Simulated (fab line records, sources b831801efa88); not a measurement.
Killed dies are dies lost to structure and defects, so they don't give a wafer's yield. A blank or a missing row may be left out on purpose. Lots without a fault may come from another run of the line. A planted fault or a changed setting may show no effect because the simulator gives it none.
Which tool did it? | flow gf180mcu | 12 lots, 36 wafers sampled, at 6 steps of a route of 602

WHAT THE GAUGES READ, wafer by wafer
GF_HV_LDD_TW_MEAS_11. Usual: HV_LDD_TW 2448, standard deviation 23.
lot  | measured     | on            | HV_LDD_TW      | flag
L321 | day 10 04:15 | film_metro-04 | 2499 2482 2488 |
L323 | day 10 20:37 | film_metro-03 | 2447 2445 2438 |
L324 | day 11 03:07 | film_metro-01 | 2433 2425 2424 |
L328 | day 12 15:25 | film_metro-04 | 2456 2451 2468 |
L329 | day 12 19:07 | film_metro-04 | 2466 2482 2468 |
L333 | day 14 01:04 | film_metro-01 | 2425 2433 2420 |
L334 | day 14 08:01 | film_metro-01 | 2428 2416 2425 |
L337 | day 15 10:16 | film_metro-03 | 2476 2474 2461 |
L338 | day 15 22:50 | film_metro-01 | 2425 2425 2418 |
L339 | day 15 23:20 | film_metro-01 | 2421 2426 2426 |
L341 | day 16 14:43 | film_metro-01 | 2441 2426 2427 |
L342 | day 17 02:50 | film_metro-03 | 2470 2455 2466 |

GF_PSD_TW_MEAS_11. Usual: PSD_TW 3217, standard deviation 37.
lot  | measured     | on            | PSD_TW         | flag
L321 | day 14 09:48 | film_metro-01 | 3213 3214 3210 |
L323 | day 15 04:01 | film_metro-03 | 3254 3257 3256 |
L324 | day 15 09:22 | film_metro-03 | 3243 3257 3251 |
L328 | day 17 04:10 | film_metro-03 | 3262 3271 3268 |
L329 | day 17 08:08 | film_metro-02 | 3179 3189 3169 |
L333 | day 18 21:10 | film_metro-03 | 3253 3258 3236 |
L334 | day 19 02:16 | film_metro-03 | 3243 3252 3243 |
L337 | day 20 11:28 | film_metro-01 | 3186 3201 3216 |
L338 | day 21 03:44 | film_metro-03 | 3248 3250 3233 |
L339 | day 21 01:26 | film_metro-02 | 3180 3186 3168 |
L341 | day 21 18:25 | film_metro-02 | 3183 3182 3173 |
L342 | day 22 07:26 | film_metro-01 | 3212 3207 3224 |

GF_PSD_RS_MEAS_14: measures by four-point-probe. Usual: NSD_RS 46.17 ohm/sq, standard deviation 0.086.
lot  | measured     | on            | NSD_RS (ohm/sq)   | flag
L321 | day 14 10:01 | film_metro-03 | 45.96 46.05 46.05 |
L323 | day 15 04:13 | film_metro-03 | 46.17 46.26 46.22 |
L324 | day 15 09:34 | film_metro-01 | 46.16 45.98 46.03 |
L328 | day 17 04:22 | film_metro-02 | 48.23 48.18 48.18 | OFF
L329 | day 17 08:23 | film_metro-01 | 48.14 48.11 48.11 | OFF
L333 | day 18 21:22 | film_metro-03 | 46.15 46.24 46.10 |
L334 | day 19 02:28 | film_metro-01 | 46.15 46.08 46.11 |
L337 | day 20 11:40 | film_metro-03 | 46.20 46.29 46.20 |
L338 | day 21 03:57 | film_metro-02 | 46.26 46.05 46.26 |
L339 | day 21 01:40 | film_metro-01 | 46.22 46.09 46.02 |
L341 | day 21 18:37 | film_metro-03 | 46.22 46.18 46.21 |
L342 | day 22 07:39 | film_metro-02 | 46.17 46.18 46.16 |

WHICH TOOL RAN EACH LOT (tool, then ch and the chambers of the sampled wafers, then the start)
lot  | GF_HV_LDD_STRIP_49                   | GF_NSD_IMPLANT_10               | GF_NSD_STRIP_11
L321 | plasma_asher-01 ch 0,1, day 12 12:45 | implanter-01 ch 0, day 13 12:50 | plasma_asher-04 ch 0,1, day 13 12:57
L323 | plasma_asher-02 ch 0,1, day 13 07:46 | implanter-03 ch 0, day 14 07:41 | plasma_asher-02 ch 0,1, day 14 07:50
L324 | plasma_asher-01 ch 0,1, day 13 13:40 | implanter-02 ch 0, day 14 13:20 | plasma_asher-02 ch 0,1, day 14 13:29
L328 | plasma_asher-03 ch 0,1, day 15 04:31 | implanter-01 ch 0, day 16 05:05 | plasma_asher-01 ch 0,1, day 16 05:14
L329 | plasma_asher-01 ch 0,1, day 15 07:55 | implanter-01 ch 0, day 16 08:59 | plasma_asher-02 ch 0,1, day 16 09:08
L333 | plasma_asher-02 ch 0,1, day 16 17:43 | implanter-03 ch 0, day 17 20:22 | plasma_asher-04 ch 0,1, day 17 20:31
L334 | plasma_asher-02 ch 0,1, day 17 00:16 | implanter-02 ch 0, day 18 01:31 | plasma_asher-02 ch 1, day 18 01:40
L337 | plasma_asher-03 ch 0,1, day 18 07:07 | implanter-02 ch 0, day 19 10:19 | plasma_asher-02 ch 1, day 19 10:28
L338 | plasma_asher-01 ch 0,1, day 18 20:48 | implanter-02 ch 0, day 20 02:55 | plasma_asher-04 ch 0,1, day 20 03:03
L339 | plasma_asher-01 ch 0,1, day 18 21:12 | implanter-01 ch 0, day 20 01:16 | plasma_asher-02 ch 0,1, day 20 01:22
L341 | plasma_asher-01 ch 0,1, day 19 14:58 | implanter-01 ch 0, day 20 18:01 | plasma_asher-04 ch 0,1, day 20 18:10
L342 | plasma_asher-03 ch 0,1, day 20 04:25 | implanter-01 ch 0, day 21 07:23 | plasma_asher-04 ch 0,1, day 21 07:31
- GF_HV_LDD_STRIP_49: strips in O2/N2.
- GF_NSD_IMPLANT_10
- GF_NSD_STRIP_11: strips in O2/N2.

WHAT THE TOOLS THEMSELVES READ (means of the sampled wafers that have a number; where no wafer has one, the mark that the record gives instead)
GF_HV_LDD_STRIP_49. Usual: drypump_motor_current_A 5.8 A, standard deviation 0.5; heater_power_w 349 W, standard deviation 23; o2_flow_sccm 2999 sccm, standard deviation 9.5; oes_product_au 0.716 a.u., standard deviation 0.0045; strip_time_to_endpoint_s 12.74 s, standard deviation 0.035.
lot  | tool            | drypump_motor_current_A (A) | heater_power_w (W) | o2_flow_sccm (sccm) | oes_product_au (a.u.) | strip_time_to_endpoint_s (s) | flag
L321 | plasma_asher-01 | 6.0                         | 354                | 3012                | 0.718                 | 12.73                        |
L323 | plasma_asher-02 | 6.3                         | 377                | 2998                | 0.717                 | 12.72                        |
L324 | plasma_asher-01 | 5.7                         | 346                | 3005                | 0.714                 | 12.78                        |
L328 | plasma_asher-03 | 5.3                         | 325                | 3005                | 0.713                 | 12.81                        |
L329 | plasma_asher-01 | 5.7                         | 347                | 3002                | 0.713                 | 12.73                        |
L333 | plasma_asher-02 | 6.3                         | 374                | 3000                | 0.717                 | 12.72                        |
L334 | plasma_asher-02 | 6.2                         | 377                | 2991                | 0.719                 | 12.70                        |
L337 | plasma_asher-03 | 5.1                         | 320                | 3000                | 0.713                 | 12.70                        |
L338 | plasma_asher-01 | 5.9                         | 354                | 2996                | 0.714                 | 12.75                        |
L339 | plasma_asher-01 | 6.0                         | 359                | 2996                | 0.716                 | 12.72                        |
L341 | plasma_asher-01 | 5.9                         | 355                | 2996                | 0.711                 | 12.68                        |
L342 | plasma_asher-03 | 5.2                         | 323                | 2997                | 0.714                 | 12.73                        |

GF_NSD_IMPLANT_10. Usual: beam_on_s 9.99 s, standard deviation 0.21.
lot  | tool         | beam_on_s (s) | flag
L321 | implanter-01 | 10.09         |
L323 | implanter-03 | 9.90          |
L324 | implanter-02 | 9.98          |
L328 | implanter-01 | 10.12         |
L329 | implanter-01 | 9.93          |
L333 | implanter-03 | 9.91          |
L334 | implanter-02 | 10.01         |
L337 | implanter-02 | 10.06         |
L338 | implanter-02 | 9.90          |
L339 | implanter-01 | 10.04         |
L341 | implanter-01 | 10.12         |
L342 | implanter-01 | 10.24         |

GF_NSD_STRIP_11. Usual: drypump_motor_current_A 6.10 A, standard deviation 0.27; heater_power_w 345 W, standard deviation 27; o2_flow_sccm 3000 sccm, standard deviation 8.8; oes_product_au 0.487 a.u., standard deviation 0.0043; strip_time_to_endpoint_s 22.95 s, standard deviation 0.044.
lot  | tool            | drypump_motor_current_A (A) | heater_power_w (W) | o2_flow_sccm (sccm) | oes_product_au (a.u.) | strip_time_to_endpoint_s (s) | flag
L321 | plasma_asher-04 | 6.07                        | 321                | 3022                | 0.488                 | 22.91                        |
L323 | plasma_asher-02 | 6.32                        | 380                | 3004                | 0.483                 | 22.91                        |
L324 | plasma_asher-02 | 6.16                        | 375                | 2999                | 0.488                 | 22.89                        |
L328 | plasma_asher-01 | 5.95                        | 356                | 2999                | 0.490                 | 22.77                        | OFF
L329 | plasma_asher-02 | 6.17                        | 375                | 2997                | 0.488                 | 22.84                        |
L333 | plasma_asher-04 | 6.11                        | 321                | 3004                | 0.489                 | 22.91                        |
L334 | plasma_asher-02 | 6.01                        | 371                | 2999                | 0.487                 | 22.98                        |
L337 | plasma_asher-02 | 5.99                        | 359                | 3004                | 0.488                 | 22.88                        |
L338 | plasma_asher-04 | 6.10                        | 313                | 3001                | 0.486                 | 22.96                        |
L339 | plasma_asher-02 | 6.17                        | 368                | 2996                | 0.494                 | 22.97                        |
L341 | plasma_asher-04 | 6.12                        | 316                | 3007                | 0.484                 | 22.90                        |
L342 | plasma_asher-04 | 6.09                        | 323                | 3008                | 0.485                 | 23.05                        |

THE ANSWER, worked out from the rows above alone
Rule: a lot is off if the mean of its wafers that have a number lies more than 3 standard deviations from the usual mean. A lot without any number at a reading at which 4 lots or more have one is off too. The other lots that the step has rows for count as sound. The gauges are gone through in route order, then the tools' own readings, and for those a lot's mean is taken as printed above. The first step at which some lot is off is used, and at that step the reading that is off furthest; a lot without a number counts as furthest.
Off: L328, L329, at GF_PSD_RS_MEAS_14 (NSD_RS).
A tool fits if, at a process step before that reading, it ran every lot that is off, and no sound lot after the first of them. The gauges at GF_PSD_RS_MEAS_14 are tried like those tools. None of those tried fits.

WHAT THE SIMULATOR HAD PUT IN
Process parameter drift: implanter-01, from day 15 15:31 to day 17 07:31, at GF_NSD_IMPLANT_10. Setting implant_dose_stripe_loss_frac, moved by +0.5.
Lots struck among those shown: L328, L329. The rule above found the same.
